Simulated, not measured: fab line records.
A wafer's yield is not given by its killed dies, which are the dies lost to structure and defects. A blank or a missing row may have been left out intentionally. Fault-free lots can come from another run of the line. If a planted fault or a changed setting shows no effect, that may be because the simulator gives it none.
A lot that was struck, set against a sound lot / flow sfq-line / 14 out of 325 route steps
Sound: these wafers, L505.1, L505.3, L505.6. Wafers struck: L515.1, L515.2, L515.5. At the end, the cause is stated.
Per side, at each step with rows, come the tool, then ch with its chambers, and then its first start. Under that, the readings that differ: sound wafers / struck wafers / difference of the means / sigmas: that difference in standard deviations of wafers without a fault.
alike: same words and numbers on both sides, and readings whose means sit less than 2 such deviations apart. not compared: any withheld reading, any reading some wafer has no value for, any bound like >300 that may hide the same value, and any number with overlapping values for which the record gives no deviation.
The two part at a step that has a row with sigmas, a row that says differs or no value, or rows on one side only. Numbers that don't overlap but have no deviation are shown without sigmas and don't part them. A reading missing from all wafers of one side parts the sides only when that side holds two or more wafers.

SFQ_TRILAYER_L0_STRIP_STRIP_009: strips in O2.
  sound on rie-metal-02 ch 0,1, day 4 11:54; struck on rie-metal-04 ch 0,1, day 6 19:55
reading=drypump-motor-current-A (A); sound=4.7 5.4 5.4; struck=6.1 5.6 6.1; difference=+0.8; sigmas=+2
  alike: chamber-pressure-mTorr, oes-product-au
  not compared: rf-hours-counter-h
then, 1 step without rows for these wafers: SFQ_TRILAYER_L0_STRIP_SOLV_CLEAN_010 (cleans in NMP, time 600 s).
SFQ_TRILAYER_L0_CAP_PECVD_011: deposits SiO2 from SiH4/N2O, time 13.333 s, target thk 60 nm.
  sound on pecvd-04 ch 0,1,2, day 4 12:40; struck on pecvd-04 ch 0,2, day 6 20:42
  alike: heater-power-outer-w, heater-power-w, throttle-valve-pct
  not compared: since-wet-clean-h
then, 6 steps without rows for these wafers: SFQ_TRILAYER_L0_VIA_LITHO_COAT_018 (resist thk 62 nm); SFQ_TRILAYER_L0_VIA_LITHO_COAT_013 (resist thk 650 nm); SFQ_TRILAYER_L0_VIA_LITHO_SOFTBAKE_017; SFQ_TRILAYER_L0_VIA_LITHO_EXPOSE_014 (exposes mask L0V, target cd 700 nm); SFQ_TRILAYER_L0_VIA_LITHO_PEB_016 (peb time 60 s); SFQ_TRILAYER_L0_VIA_LITHO_DEVELOP_015 (time 60 s).
-- the record jumps here: 2 days lie between the struck wafers' starts before and after --
SFQ_L0V_OVL_MEAS_903:
  sound: overlay-02 at day 6 10:31; struck: overlay-01 at day 9 00:46
  alike: L0V_OVL
SFQ_TRILAYER_L0_VIA_BARC_OPEN_VIA_ETCH_021: etches BARC in O2, target depth 125 nm, time 41.7 s.
  sound on rie-diel-03 ch 0,2, day 6 10:33; struck on rie-diel-02 ch 1,2,3, day 9 00:48
  alike: drypump-motor-current-A, oes-product-au
  not compared: rf-hours-counter-h
SFQ_TRILAYER_L0_VIA_ETCH_VIA_ETCH_016: etches SiO2 in CHF3, stops on MoNx KI, target depth 80 nm.
  sound on rie-diel-03 ch 0,2, day 6 10:35; struck on rie-diel-02 ch 1,2,3, day 9 00:50
  alike: drypump-motor-current-A, oes-product-au
SFQ_TRILAYER_L0_VIA_STRIP_STRIP_017: strips in O2.
  sound on rie-metal-04 ch 0,1, day 6 10:38; struck on rie-metal-04 ch 0,1, day 9 00:53
reading=chamber-pressure-mTorr (mTorr); sound=50.04 50.02 50.04; struck=60.00 59.98 59.93; difference=+9.94; sigmas=+99 or more
  alike: drypump-motor-current-A, oes-product-au
  not compared: rf-hours-counter-h
then, 1 step without rows for these wafers: SFQ_TRILAYER_L0_VIA_STRIP_SOLV_CLEAN_018 (cleans in NMP, time 600 s).

WHERE THEY PART
Earliest at SFQ_TRILAYER_L0_STRIP_STRIP_009; latest, in this record, at SFQ_TRILAYER_L0_VIA_STRIP_STRIP_017.

WHY: whatever the simulator had introduced
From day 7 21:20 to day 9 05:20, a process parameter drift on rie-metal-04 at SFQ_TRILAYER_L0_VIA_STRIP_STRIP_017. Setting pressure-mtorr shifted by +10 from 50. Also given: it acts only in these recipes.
